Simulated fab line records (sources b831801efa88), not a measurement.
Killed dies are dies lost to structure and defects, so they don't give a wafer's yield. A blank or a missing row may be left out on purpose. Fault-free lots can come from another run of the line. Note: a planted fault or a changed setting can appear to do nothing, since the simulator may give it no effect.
Tool commonality check    flow gf180mcu    Lots sampled 12, wafers sampled 36

## WHY IT WAS OPENED
GF_DUAL_GATE_THK_MEAS_03, reading DUAL_GATE_OXIDATION_00_THK: flagged on 2 of 12 lots. Wafers without a fault read 10.98 nm, standard deviation 0.21.
Rule: flag the lot when none of its wafers has a number, or when each of its wafers that has one lies beyond 4 standard deviations from that mean. All remaining lots are regarded as sound.

lot   measured      on            DUAL_GATE_OXIDATION_00_THK (nm), wafer by wafer  flag
L329  day 7 19:19   filmMetro-02  10.67 10.80 10.89                                
L330  day 8 02:20   filmMetro-03  10.87 11.07 11.04                                
L332  day 8 15:19   filmMetro-02  10.84 10.92 11.00                                
L333  day 9 00:20   filmMetro-03  11.15 11.17 11.12                                
L336  day 9 22:38   filmMetro-01  10.92 10.93 10.81                                
L337  day 10 02:52  filmMetro-01  10.92 10.69 10.89                                
L340  day 10 21:53  filmMetro-02  11.05 11.11 10.95                                
L341  day 11 04:30  filmMetro-02  11.06 10.97 11.01                                
L343  day 11 16:46  filmMetro-03  10.91 11.00 10.80                                
L344  day 11 23:56  filmMetro-01  14.10 14.16 14.02                                FLAGGED
L346  day 12 12:05  filmMetro-03  14.44 14.56 14.54                                FLAGGED
L352  day 14 05:38  filmMetro-01  10.81 10.96 10.78                                
Average over the flagged lots: 14.30 nm; offset from the usual +3.32 nm, equal to +16 standard deviations.

## WHICH TOOL RAN EACH LOT
The record holds 2 process steps before the reading, out of a route of 602 steps. Read each cell as the tool, then ch plus the chambers that the sampled wafers visited, then the start.
lot   flag     GF_MVSD_STRIP_10                    GF_DUAL_GATE_OXIDATION_02
L329           plasmaAsher-04 ch 0,1, day 4 12:09  furnace-01 ch 0, day 7 17:53
L330           plasmaAsher-03 ch 0,1, day 4 17:42  furnace-02 ch 0, day 8 00:53
L332           plasmaAsher-04 ch 0,1, day 5 04:07  furnace-01 ch 0, day 8 13:51
L333           plasmaAsher-01 ch 0,1, day 5 14:15  furnace-02 ch 0, day 8 22:53
L336           plasmaAsher-03 ch 0,1, day 6 08:37  furnace-01 ch 0, day 9 21:11
L337           plasmaAsher-04 ch 0,1, day 6 11:52  furnace-01 ch 0, day 10 01:25
L340           plasmaAsher-04 ch 0,1, day 7 04:17  furnace-01 ch 0, day 10 20:25
L341           plasmaAsher-04 ch 0,1, day 7 09:54  furnace-02 ch 0, day 11 03:03
L343           plasmaAsher-01 ch 0,1, day 7 22:41  furnace-02 ch 0, day 11 15:17
L344  FLAGGED  plasmaAsher-01 ch 0,1, day 8 03:02  furnace-01 ch 0, day 11 22:28
L346  FLAGGED  plasmaAsher-03 ch 0,1, day 8 14:30  furnace-01 ch 0, day 12 10:38
L352           plasmaAsher-04 ch 0,1, day 9 23:39  furnace-02 ch 0, day 14 04:10
What the steps here do:
- GF_MVSD_STRIP_10: strips in O2/N2.
- GF_DUAL_GATE_OXIDATION_02: stabilise 600 s, purge 300 s, target thk 10.887 nm.
- GF_DUAL_GATE_THK_MEAS_03

## FLAGGED AGAINST TOTAL, ONE TOOL AT A TIME (gauges that did the reading follow at the end)
step                       tool            lots run  flagged  share of the flagged lots  sound lots run after its first flagged lot
GF_MVSD_STRIP_10           plasmaAsher-01  3         1        some                       0
GF_MVSD_STRIP_10           plasmaAsher-03  3         1        some                       0
GF_MVSD_STRIP_10           plasmaAsher-04  6         0        none                       -
GF_DUAL_GATE_OXIDATION_02  furnace-01      7         2        all                        0
GF_DUAL_GATE_OXIDATION_02  furnace-02      5         0        none                       -
GF_DUAL_GATE_THK_MEAS_03   filmMetro-01    4         1        some                       1 (L352)
GF_DUAL_GATE_THK_MEAS_03   filmMetro-02    4         0        none                       -
GF_DUAL_GATE_THK_MEAS_03   filmMetro-03    4         1        some                       0

## WHAT THE TABLE PERMITS
Rows of the table that ran each flagged lot: 1, that is furnace-01 at GF_DUAL_GATE_OXIDATION_02.
- furnace-01 at GF_DUAL_GATE_OXIDATION_02: 2 of its 7 lots flagged. A fault beginning between L340 (day 10 20:25), its last sound lot, and L344 (day 11 22:28), its first flagged one, fits the data. Its own readings lie more than 4 standard deviations out on every wafer of the flagged lots: spikeTcBottomC, spikeTcCentreC, spikeTcLowerC, spikeTcTopC, spikeTcUpperC, tubeCenterTempC, tube_center_temp_C_max.
Left over: one tool, furnace-01 at GF_DUAL_GATE_OXIDATION_02.

## WHAT WAS PUT IN BY THE SIMULATOR
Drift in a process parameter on furnace-01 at GF_DUAL_GATE_OXIDATION_02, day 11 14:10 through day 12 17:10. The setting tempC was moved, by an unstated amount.
Lots struck among those shown: L344, L346. This agrees with what the rule above found.
